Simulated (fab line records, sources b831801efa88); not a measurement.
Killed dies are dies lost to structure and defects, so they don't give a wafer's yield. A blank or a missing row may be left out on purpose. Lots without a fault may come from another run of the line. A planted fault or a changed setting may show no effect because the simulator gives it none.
Which tool did it? | flow gf180mcu | 7 lots, 21 wafers sampled, at 3 steps of a route of 602

WHAT THE GAUGES READ, wafer by wafer
GF_M4_CD_MEAS_14: target cd 280 nm.
lot  | measured     | on        | cd_nm (nm)
L712 | day 23 12:35 | cd_sem-01 | 281.8 281.2 282.3
L715 | day 25 00:07 | cd_sem-01 | 279.5 280.3 279.7
L718 | day 26 05:16 | cd_sem-01 | 279.4 277.8 277.8
L721 | day 26 18:07 | cd_sem-01 | 279.9 280.2 279.4
L725 | day 27 22:34 | cd_sem-02 | 280.2 280.8 281.1
L731 | day 29 20:37 | cd_sem-02 | 280.1 278.9 279.9
L733 | day 30 06:13 | cd_sem-01 | 278.5 279.7 280.0

WHICH TOOL RAN EACH LOT (tool, then ch and the chambers of the sampled wafers, then the start)
lot  | GF_V3_CMP_04                  | GF_M4_SPUTTER_03
L712 | cmp-01 ch 0,1, day 21 11:56   | pvd_sputter-01, day 22 13:41
L715 | cmp-02 ch 0,2,3, day 23 00:16 | pvd_sputter-02, day 24 01:17
L718 | cmp-02 ch 0,2,3, day 24 09:39 | pvd_sputter-01, day 25 08:24
L721 | cmp-02 ch 0,2,3, day 24 22:05 | pvd_sputter-03, day 25 21:17
L725 | cmp-02 ch 0,1,3, day 26 05:01 | pvd_sputter-03, day 27 02:14
L731 | cmp-01 ch 1,3, day 28 04:54   | pvd_sputter-01, day 29 01:57
L733 | cmp-01 ch 1,2,3, day 28 15:40 | pvd_sputter-01, day 29 11:56
- GF_V3_CMP_04: polishes SiO2.
- GF_M4_SPUTTER_03: material Ti, target thk 10 nm, time 6.7 s.

THE ANSWER, worked out from the rows above alone
Rule: what is usual is taken from the lots themselves. Put in order of their means at a reading, lots are off if they are a third of the lots or fewer, leave a main group of 4 or more, and stand apart from it by a gap of 3 or more times the standard deviation of the main group's means; of several such gaps the widest counts. A main group whose means are all the same, to the digits that the tables above print for the reading, isn't used. A lot without any number at a reading at which 4 lots or more have one is off too. The other lots that the step has rows for count as sound.
No lot is off at any reading shown: from this, nothing can be told.

WHAT THE SIMULATOR HAD PUT IN
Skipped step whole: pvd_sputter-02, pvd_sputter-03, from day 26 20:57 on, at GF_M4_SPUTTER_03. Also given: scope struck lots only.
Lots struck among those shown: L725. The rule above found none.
